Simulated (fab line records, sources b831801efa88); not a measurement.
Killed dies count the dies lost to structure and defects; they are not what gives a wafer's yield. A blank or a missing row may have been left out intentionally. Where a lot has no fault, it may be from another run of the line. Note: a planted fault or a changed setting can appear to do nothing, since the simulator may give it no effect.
fab line records | flow sky130
record: lots: 13 | wafers: 39 | last-day: 50
route steps=708 shown SONOS_ONO@169 GATE_OXIDE@202 POLY_GATE@236 PAD_OPEN@708
lots that met no fault: from a run of the same line without faults
start-h: hours from the record's opening day to when the first of the lot's shown wafers began | wait-h: time in hours since the lot's previous step | " as in the row above | L1.1+2: a row that stands for several wafers | - no value, or no start was given | * or withheld: withheld | < > ~ a bound
route shown NAME@n: names a module that has steps shown in the file, with the first one's number in the route | usual: average and standard deviation across the fault-free wafers | same: alike in all rows | chamber/n: place in a boat | sites: per-site readings | _std_site: standard deviation across them | _edge_site: mean of outer sites minus mean of inner sites | radius-mm: for every site, how far away it sits from the centre of the wafer | mask NAME#n: copy n | behind: the most recent tool/chamber to have shaped the wafer | hold: cause of the lot's hold/its duration in hours/its outcome | device: the transistor (n, p or np) that didn't switch | end of line: the route-end tests of the same wafers | for a step that has no rows: nothing shown but its recipe | killed: dies that structure and defects cost at the first sort, which is not the same as the wafer's yield | map: a wafer's dies, x killed, . not, _ none there
set.NAME: the run value of the setting; set.NAME@STEP: its run value at that earlier step | model.NAME: the simulator's own value behind a step, which no gauge read
one table for each step of the route and one row for each wafer, over a sample of lots
services: when a tool's chamber went out of use (start-h, in hours from the record's first day, below 0 if earlier), for how many hours, and the reason
== steps ==
step: SKY_SONOS_ONO_THK_MEAS_01
recipe: reads: SiO2_of_SONOS_ONO_OXIDATION_00
usual: SONOS_ONO_OXIDATION_THK: 2.61/0.053
lot.wafer | tool          | chamber | start-h | wait-h | SONOS_ONO_OXIDATION_THK[nm]
L996.1    | film-metro-01 | -       | 247.13  | 0.0    | 2.58
L996.5    | "             | -       | "       | "      | 2.67
L996.6    | "             | -       | "       | "      | 2.57
L997.1    | film-metro-01 | -       | 251.76  | 0.0    | 2.57
L997.2    | "             | -       | "       | "      | 2.58
L997.5    | "             | -       | "       | "      | 2.55
L100.3    | film-metro-03 | -       | 275.61  | 0.0    | 2.65
L100.4    | "             | -       | "       | "      | 2.60
L100.6    | "             | -       | "       | "      | 2.60
L101.2    | film-metro-01 | -       | 289.81  | 0.0    | 2.53
L101.4    | "             | -       | "       | "      | 2.62
L101.5    | "             | -       | "       | "      | 2.58
L103.2    | film-metro-02 | -       | 302.15  | 0.0    | 2.65
L103.5    | "             | -       | "       | "      | 2.69
L103.6    | "             | -       | "       | "      | 2.61
L104.3    | film-metro-02 | -       | 310.11  | 0.0    | 2.57
L104.4    | "             | -       | "       | "      | 2.58
L104.5    | "             | -       | "       | "      | 2.61
L105.4    | film-metro-02 | -       | 323.44  | 0.0    | 2.67
L105.5    | "             | -       | "       | "      | 2.67
L105.6    | "             | -       | "       | "      | 2.63
L106.3    | film-metro-02 | -       | 326.19  | 0.0    | 2.68
L106.5    | "             | -       | "       | "      | 2.58
L106.6    | "             | -       | "       | "      | 2.69
L108.2    | film-metro-02 | -       | 341.32  | 0.0    | 2.52
L108.3    | "             | -       | "       | "      | 2.47
L108.6    | "             | -       | "       | "      | 2.51
L112.3    | film-metro-01 | -       | 380.31  | 0.0    | 2.61
L112.4    | "             | -       | "       | "      | 2.58
L112.6    | "             | -       | "       | "      | 2.69
L114.2    | film-metro-01 | -       | 405.57  | 0.0    | 2.64
L114.3    | "             | -       | "       | "      | 2.64
L114.6    | "             | -       | "       | "      | 2.73
L116.2    | film-metro-01 | -       | 420.10  | 0.0    | 2.71
L116.4    | "             | -       | "       | "      | 2.71
L116.6    | "             | -       | "       | "      | 2.65
L118.2    | film-metro-02 | -       | 430.68  | 0.0    | 2.59
L118.3    | "             | -       | "       | "      | 2.67
L118.5    | "             | -       | "       | "      | 2.58
step: SKY_SONOS_ONO_STRIP_17
recipe: chemistry: O2/N2 | power-w: 1400 | pressure-mtorr: 1500 | platen-temp-c: withheld | o2-flow-sccm: 3000 | n2-flow-sccm: 300 | overash-fraction: 0.5
usual: drypump-motor-current-A: 5.50/0.17 | oes-product-au: 0.710/0.0048 | strip-time-to-endpoint-s: 14.12/0.049
lot.wafer | tool            | chamber | start-h | wait-h | drypump-motor-current-A | oes-product-au | rf-hours-counter-h | strip-time-to-endpoint-s
L996.1    | plasma-asher-04 | 0       | 273.12  | 0.0    | 5.58                    | 0.711          | 15                 | 14.10
L996.5    | "               | 0       | "       | "      | 5.59                    | 0.712          | -                  | 14.12
L996.6    | "               | 1       | "       | "      | 5.43                    | 0.709          | -                  | 14.11
L997.1    | plasma-asher-01 | 1       | 277.77  | 0.0    | 5.31                    | 0.710          | 58                 | 14.18
L997.2    | "               | 0       | "       | "      | 5.26                    | 0.708          | 58                 | 14.17
L997.5    | "               | 0       | "       | "      | 5.28                    | 0.712          | -                  | 14.18
L100.3    | plasma-asher-04 | 1       | 304.11  | 0.0    | 5.41                    | 0.720          | -                  | 14.08
L100.4    | "               | 0       | "       | "      | 5.57                    | 0.710          | -                  | 14.14
L100.6    | "               | 0       | "       | "      | 5.58                    | 0.718          | -                  | 14.13
L101.2    | plasma-asher-02 | 1       | 320.03  | 0.0    | 5.55                    | 0.707          | 49                 | 14.09
L101.4    | "               | 0       | "       | "      | 5.84                    | 0.710          | -                  | 14.16
L101.5    | "               | 0       | "       | "      | 5.84                    | 0.712          | -                  | 14.14
L103.2    | plasma-asher-04 | 1       | 330.77  | 0.0    | 5.42                    | 0.717          | 21                 | 14.04
L103.5    | "               | 1       | "       | "      | 5.40                    | 0.710          | -                  | 14.13
L103.6    | "               | 0       | "       | "      | 5.56                    | 0.716          | -                  | 14.04
L104.3    | plasma-asher-04 | 0       | 340.70  | 0.0    | 5.56                    | 0.717          | -                  | 14.09
L104.4    | "               | 1       | "       | "      | 5.43                    | 0.709          | -                  | 14.09
L104.5    | "               | 1       | "       | "      | 5.41                    | 0.704          | -                  | 14.07
L105.4    | plasma-asher-01 | 1       | 355.31  | 0.0    | 5.32                    | 0.710          | -                  | 14.20
L105.5    | "               | 1       | "       | "      | 5.30                    | 0.708          | -                  | 14.18
L105.6    | "               | 0       | "       | "      | 5.24                    | 0.711          | -                  | 14.17
L106.3    | plasma-asher-04 | 1       | 357.96  | 0.0    | 5.43                    | 0.715          | -                  | 14.18
L106.5    | "               | 0       | "       | "      | 5.57                    | 0.708          | -                  | 14.19
L106.6    | "               | 1       | "       | "      | 5.39                    | 0.713          | -                  | 14.15
L108.2    | plasma-asher-04 | 1       | 377.32  | 0.0    | 5.40                    | 0.704          | 26                 | 14.13
L108.3    | "               | 0       | "       | "      | 5.62                    | 0.713          | -                  | 14.14
L108.6    | "               | 1       | "       | "      | 5.41                    | 0.693          | -                  | 14.13
L112.3    | plasma-asher-01 | 0       | 412.31  | 0.0    | 5.24                    | 0.704          | -                  | 14.05
L112.4    | "               | 1       | "       | "      | 5.34                    | 0.714          | -                  | 14.03
L112.6    | "               | 0       | "       | "      | 5.25                    | 0.710          | -                  | 14.05
L114.2    | plasma-asher-02 | 1       | 440.78  | 0.0    | 5.55                    | 0.709          | 61                 | 14.14
L114.3    | "               | 1       | "       | "      | 5.52                    | 0.714          | -                  | 14.15
L114.6    | "               | 0       | "       | "      | 5.84                    | 0.705          | -                  | 14.12
L116.2    | plasma-asher-04 | 0       | 452.79  | 0.0    | 5.57                    | 0.709          | 34                 | 14.08
L116.4    | "               | 0       | "       | "      | 5.62                    | 0.713          | -                  | 14.08
L116.6    | "               | 0       | "       | "      | 5.56                    | 0.712          | -                  | 14.07
L118.2    | plasma-asher-04 | 1       | 464.38  | 0.0    | 5.42                    | 0.708          | 35                 | 14.10
L118.3    | "               | 1       | "       | "      | 5.44                    | 0.715          | -                  | 14.07
L118.5    | "               | 0       | "       | "      | 5.60                    | 0.705          | -                  | 14.04
step: SKY_GATE_OXIDE_CLEAN_15
recipe: chemistry: SC1/SC2 | mix: 1:4:20 | temp-c: 70 | time-s: 150 | dry: n2-spin
usual: bath-guard-temp-C: 69.7/0.39 | bath-heat-duty-pct: 13.7/1.1 | temp-c: 70.00/0.1
lot.wafer | tool         | chamber | start-h | wait-h | bath-guard-temp-C | bath-heat-duty-pct | temp-c
L996.1    | wet-bench-04 | 0       | 300.66  | 0.1    | 69.3              | 14.7               | 70.01
L996.5    | "            | 0       | "       | "      | 69.2              | 14.4               | 70.08
L996.6    | "            | 0       | "       | "      | 69.5              | 13.2               | 70.05
L997.1    | wet-bench-04 | 3       | 305.62  | 0.1    | 69.6              | 14.2               | 70.16
L997.2    | "            | 3       | "       | "      | 69.5              | 13.9               | 69.82
L997.5    | "            | 3       | "       | "      | 69.7              | 13.7               | 70.05
L100.3    | wet-bench-02 | 0       | 332.16  | 0.0    | 69.7              | 14.0               | 70.10
L100.4    | "            | 0       | "       | "      | 69.3              | 13.9               | 69.90
L100.6    | "            | 0       | "       | "      | 69.5              | 15.0               | 69.99
L101.2    | wet-bench-02 | 3       | 350.16  | 0.0    | 70.5              | 17.0               | 70.13
L101.4    | "            | 3       | "       | "      | 70.3              | 13.5               | 70.02
L101.5    | "            | 3       | "       | "      | 70.8              | 14.8               | 69.99
L103.2    | wet-bench-04 | 1       | 360.16  | 0.0    | 70.2              | 13.9               | 69.85
L103.5    | "            | 1       | "       | "      | 70.0              | 13.7               | 70.01
L103.6    | "            | 1       | "       | "      | 70.0              | 13.2               | 69.96
L104.3    | wet-bench-01 | 0       | 370.66  | 0.0    | 69.7              | 13.7               | 69.95
L104.4    | "            | 0       | "       | "      | 70.0              | 14.0               | 69.89
L104.5    | "            | 0       | "       | "      | 69.7              | 12.6               | 70.04
L105.4    | wet-bench-01 | 3       | 386.75  | 0.0    | 69.9              | 14.2               | 70.03
L105.5    | "            | 3       | "       | "      | 70.0              | 12.7               | 69.92
L105.6    | "            | 3       | "       | "      | 69.9              | 14.1               | 69.85
L106.3    | wet-bench-04 | 1       | 388.11  | 0.0    | 69.9              | 13.6               | 69.90
L106.5    | "            | 1       | "       | "      | 69.8              | 12.6               | 69.86
L106.6    | "            | 1       | "       | "      | 70.1              | 13.3               | 69.95
L108.2    | wet-bench-04 | 1       | 408.96  | 0.0    | 70.5              | 12.3               | 69.97
L108.3    | "            | 1       | "       | "      | 70.1              | 12.8               | 69.93
L108.6    | "            | 1       | "       | "      | 69.9              | 13.5               | 69.91
L112.3    | wet-bench-04 | 1       | 447.36  | 0.0    | 70.0              | 13.7               | 70.01
L112.4    | "            | 1       | "       | "      | 70.0              | 12.6               | 70.00
L112.6    | "            | 1       | "       | "      | 70.2              | 14.7               | 69.82
L114.2    | wet-bench-02 | 3       | 474.97  | 0.0    | 70.4              | 15.1               | 69.96
L114.3    | "            | 3       | "       | "      | 70.4              | 16.4               | 70.02
L114.6    | "            | 3       | "       | "      | 70.5              | 14.9               | 69.96
L116.2    | wet-bench-02 | 2       | 488.91  | 0.0    | -                 | -                  | -
L116.4    | "            | 2       | "       | "      | -                 | -                  | -
L116.6    | "            | 2       | "       | "      | -                 | -                  | -
L118.2    | wet-bench-04 | 0       | 497.17  | 0.0    | -                 | -                  | -
L118.3    | "            | 0       | "       | "      | -                 | -                  | -
L118.5    | "            | 0       | "       | "      | -                 | -                  | -
step: SKY_POLY_GATE_CD_MEAS_22
usual: cd-nm: 151/3.2
lot.wafer | tool      | chamber | start-h | wait-h | cd-nm
L996.1    | cd-sem-01 | -       | 367.59  | 0.1    | 152
L996.5    | "         | -       | "       | "      | 152
L996.6    | "         | -       | "       | "      | 151
L997.1    | cd-sem-02 | -       | 374.07  | 0.1    | 147
L997.2    | "         | -       | "       | "      | 147
L997.5    | "         | -       | "       | "      | 147
L100.3    | cd-sem-01 | -       | 399.57  | 0.1    | 148
L100.4    | "         | -       | "       | "      | 152
L100.6    | "         | -       | "       | "      | 153
L101.2    | cd-sem-02 | -       | 418.83  | 0.1    | 149
L101.4    | "         | -       | "       | "      | 148
L101.5    | "         | -       | "       | "      | 151
L103.2    | cd-sem-02 | -       | 427.97  | 0.1    | 148
L103.5    | "         | -       | "       | "      | 152
L103.6    | "         | -       | "       | "      | 156
L104.3    | cd-sem-02 | -       | 437.04  | 0.1    | 142
L104.4    | "         | -       | "       | "      | 148
L104.5    | "         | -       | "       | "      | 143
L105.4    | cd-sem-02 | -       | 453.73  | 0.1    | 152
L105.5    | "         | -       | "       | "      | 147
L105.6    | "         | -       | "       | "      | 158
L106.3    | cd-sem-01 | -       | 456.45  | 0.1    | 154
L106.5    | "         | -       | "       | "      | 150
L106.6    | "         | -       | "       | "      | 155
L108.2    | cd-sem-02 | -       | 478.75  | 0.1    | 146
L108.3    | "         | -       | "       | "      | 150
L108.6    | "         | -       | "       | "      | 145
L112.3    | cd-sem-02 | -       | 550.57  | 0.1    | 151
L112.4    | "         | -       | "       | "      | 148
L112.6    | "         | -       | "       | "      | 149
L114.2    | cd-sem-02 | -       | 551.79  | 0.1    | 154
L114.3    | "         | -       | "       | "      | 154
L114.6    | "         | -       | "       | "      | 154
L116.2    | cd-sem-01 | -       | 557.97  | 0.1    | 152
L116.4    | "         | -       | "       | "      | 152
L116.6    | "         | -       | "       | "      | 150
L118.2    | cd-sem-01 | -       | 562.09  | 0.1    | 145
L118.3    | "         | -       | "       | "      | 148
L118.5    | "         | -       | "       | "      | 145
step: SKY_PAD_OPEN_PROBE_99
usual: killed_at_M0_to_M3: 42/6.3 | killed_at_M4_up: 3.2/1.9 | killed-at-contacts: 24/5.8 | killed-at-front-end: 15/4.3 | killed-at-other: 0.2/0.62 | killed-dies: 85/9.3 | killed-on-rim: 16/3.3 | killed-open: 46/6.8 | killed-short: 38/6.1
same: gross-dies: 492 | killed-at-back-side: 0
lot.wafer | tool      | chamber | start-h | wait-h | killed_at_M0_to_M3 | killed_at_M4_up | killed-at-contacts | killed-at-front-end | killed-at-other | killed-dies | killed-on-rim | killed-open | killed-short
L100.3    | prober-02 | -       | 1092.92 | 0.2    | 36                 | 3               | 18                 | 18                  | 0               | 75          | 14            | 37          | 38
L100.4    | prober-02 | -       | 1092.97 | 0.2    | 30                 | 1               | 20                 | 14                  | 0               | 65          | 15            | 32          | 33
L100.6    | prober-02 | -       | 1093.07 | 0.2    | 43                 | 1               | 23                 | 16                  | 0               | 83          | 18            | 52          | 31
L103.2    | prober-01 | -       | 1108.52 | 0.1    | 30                 | 4               | 22                 | 14                  | 0               | 70          | 11            | 41          | 29
L103.5    | prober-01 | -       | 1108.67 | 0.2    | 35                 | 3               | 46                 | 11                  | 0               | 95          | 11            | 52          | 42
L103.6    | prober-01 | -       | 1108.72 | 0.2    | 37                 | 1               | 22                 | 15                  | 0               | 75          | 19            | 44          | 30
L105.4    | prober-01 | -       | 1121.08 | 0.2    | 38                 | 1               | 16                 | 11                  | 1               | 67          | 14            | 45          | 22
L105.5    | prober-01 | -       | 1121.13 | 0.2    | 42                 | 0               | 28                 | 18                  | 0               | 88          | 17            | 55          | 33
L105.6    | prober-01 | -       | 1121.18 | 0.2    | 44                 | 6               | 31                 | 20                  | 0               | 101         | 20            | 54          | 47
L106.3    | prober-02 | -       | 1127.34 | 0.2    | 38                 | 5               | 22                 | 14                  | 0               | 79          | 14            | 39          | 40
L106.5    | prober-02 | -       | 1127.44 | 0.2    | 41                 | 1               | 27                 | 14                  | 0               | 83          | 19            | 39          | 44
L106.6    | prober-02 | -       | 1127.49 | 0.2    | 38                 | 4               | 17                 | 22                  | 0               | 81          | 21            | 43          | 37
L108.2    | prober-02 | -       | 1139.49 | 0.1    | 33                 | 2               | 23                 | 12                  | 1               | 71          | 11            | 34          | 34
L108.3    | prober-02 | -       | 1139.54 | 0.2    | 32                 | 2               | 18                 | 21                  | 0               | 73          | 16            | 43          | 30
L108.6    | prober-02 | -       | 1139.69 | 0.2    | 42                 | 1               | 28                 | 12                  | 1               | 84          | 20            | 44          | 37
killed by level:class
L100.3 VIA1:geometric-particle:open=9 POLY_GATE:geometric-particle:short=6 LI_CONTACT:geometric-particle:open=6 METAL1:geometric-particle:short=6 CONTACT:geometric-particle:open=5 METAL2:geometric-particle:short=5 FIELD_ISO:geometric-particle:open=4 POLY_GATE:geometric-particle:open=4
L100.4 VIA1:geometric-particle:open=10 LI_CONTACT:geometric-particle:open=6 POLY_GATE:geometric-particle:short=4 POLY_GATE:geometric-particle:open=4 LI_CONTACT:geometric-particle:short=4 CONTACT:geometric-particle:open=4 METAL1:geometric-particle:short=4 METAL2:geometric-particle:short=4
L100.6 CONTACT:geometric-particle:open=11 VIA1:geometric-particle:open=11 VIA3:geometric-particle:open=8 METAL1:geometric-particle:short=7 FIELD_ISO:geometric-particle:open=5 LI_CONTACT:geometric-particle:open=5 CONTACT:geometric-particle:short=5 FIELD_ISO:geometric-particle:short=4
L103.2 VIA1:geometric-particle:open=9 CONTACT:geometric-particle:open=7 CONTACT:geometric-particle:short=6 FIELD_ISO:geometric-particle:open=5 VIA2:geometric-particle:open=5 LOCAL_INTERCONNECT:geometric-particle:short=4 POLY_GATE:geometric-particle:open=3 POLY_GATE:geometric-particle:short=3
L103.5 CONTACT:geometric-particle:open=18 LI_CONTACT:geometric-particle:open=11 VIA1:geometric-particle:open=9 CONTACT:geometric-particle:short=8 VIA1:geometric-particle:short=8 LI_CONTACT:geometric-particle:short=6 VIA3:geometric-particle:open=5 VIA2:geometric-particle:open=4
L103.6 CONTACT:geometric-particle:open=14 VIA1:geometric-particle:open=9 VIA2:geometric-particle:open=8 FIELD_ISO:geometric-particle:short=4 VIA3:geometric-particle:open=4 VIA2:geometric-particle:short=4 VIA1:geometric-particle:short=4 POLY_GATE:geometric-particle:open=3
L105.4 VIA1:geometric-particle:open=11 CONTACT:geometric-particle:open=7 VIA3:geometric-particle:open=7 METAL1:geometric-particle:short=5 FIELD_ISO:geometric-particle:open=3 FIELD_ISO:geometric-particle:short=3 LOCAL_INTERCONNECT:geometric-particle:short=3 METAL1:geometric-particle:open=3
L105.5 VIA1:geometric-particle:open=13 CONTACT:geometric-particle:open=11 LI_CONTACT:geometric-particle:open=8 FIELD_ISO:geometric-particle:short=7 VIA2:geometric-particle:open=7 METAL1:geometric-particle:short=4 CONTACT:geometric-particle:short=4 METAL2:geometric-particle:open=4
L105.6 CONTACT:geometric-particle:open=13 LI_CONTACT:geometric-particle:open=12 VIA1:geometric-particle:short=8 FIELD_ISO:geometric-particle:short=7 VIA2:geometric-particle:open=6 METAL1:geometric-particle:short=6 FIELD_ISO:geometric-particle:open=5 METAL2:geometric-particle:short=5
L106.3 VIA1:geometric-particle:open=15 CONTACT:geometric-particle:open=7 FIELD_ISO:geometric-particle:short=6 CONTACT:geometric-particle:short=6 VIA2:geometric-particle:open=5 FIELD_ISO:geometric-particle:open=4 METAL1:geometric-particle:short=4 LOCAL_INTERCONNECT:geometric-particle:short=4
L106.5 CONTACT:geometric-particle:open=12 METAL2:geometric-particle:short=12 POLY_GATE:geometric-particle:open=6 LOCAL_INTERCONNECT:geometric-particle:short=6 VIA1:geometric-particle:open=6 METAL1:geometric-particle:short=4 VIA1:geometric-particle:short=4 VIA2:geometric-particle:open=4
L106.6 VIA1:geometric-particle:open=12 METAL1:geometric-particle:short=7 CONTACT:geometric-particle:open=7 POLY_GATE:geometric-particle:open=6 FIELD_ISO:geometric-particle:open=5 POLY_GATE:geometric-particle:short=5 CONTACT:geometric-particle:short=5 VIA3:geometric-particle:open=4
L108.2 VIA1:geometric-particle:open=10 CONTACT:geometric-particle:open=7 LI_CONTACT:geometric-particle:open=6 CONTACT:geometric-particle:short=5 METAL1:geometric-particle:short=5 POLY_GATE:geometric-particle:short=4 VIA1:geometric-particle:short=4 VIA2:geometric-particle:open=4
L108.3 VIA1:geometric-particle:open=10 FIELD_ISO:geometric-particle:open=8 CONTACT:geometric-particle:open=8 FIELD_ISO:geometric-particle:short=7 VIA3:geometric-particle:open=6 LI_CONTACT:geometric-particle:open=4 METAL1:geometric-particle:short=4 POLY_GATE:geometric-particle:short=3
L108.6 CONTACT:geometric-particle:open=11 LOCAL_INTERCONNECT:geometric-particle:short=8 VIA1:geometric-particle:open=8 VIA3:geometric-particle:short=6 LI_CONTACT:geometric-particle:open=5 METAL1:geometric-particle:short=5 VIA3:geometric-particle:open=5 METAL2:geometric-particle:short=5
== services ==
tool            | chamber | start-h | hours | kind
wet-bench-02    | -       | 278.36  | 1.3   | repair
wet-bench-02    | -       | 395.38  | 4.6   | repair
wet-bench-01    | -       | 411.09  | 46.6  | pm
plasma-asher-01 | -       | 421.25  | 9.0   | pm
plasma-asher-01 | 0       | 421.25  | 9.0   | vent-cycle
plasma-asher-01 | 1       | 421.25  | 9.0   | vent-cycle
plasma-asher-01 | 0       | 430.25  | -     | clean
plasma-asher-01 | 1       | 430.25  | -     | clean
wet-bench-01    | -       | 474.21  | 0.6   | repair
wet-bench-01    | -       | 491.62  | 10.7  | repair
== key ==
first-sign: step: SKY_GATE_OXIDE_CLEAN_15 | reading: tool-record | direction: missing
effect none on later readings
met-at SKY_GATE_OXIDE_CLEAN_15
struck-lots L116,L118
tester-left-out L116,L118
not-acting-at SKY_SONOS_ONO_THK_MEAS_01,SKY_SONOS_ONO_STRIP_17,SKY_POLY_GATE_CD_MEAS_22
onset-between 474.97 488.91
fault: kind: skipped-step-whole | tool: wet-bench-02,wet-bench-04 | chamber: - | onset-h: 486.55 | steps: SKY_GATE_OXIDE_CLEAN_15 | scope: struck-lots-only
tester-left-out: of these lots the tester's yield and bins aren't shown, on N5 and GAA mostly nor the transistor test; their killed dies are dies lost to structure and defects alone, not to doping, threshold or leakage, so they don't give the yield
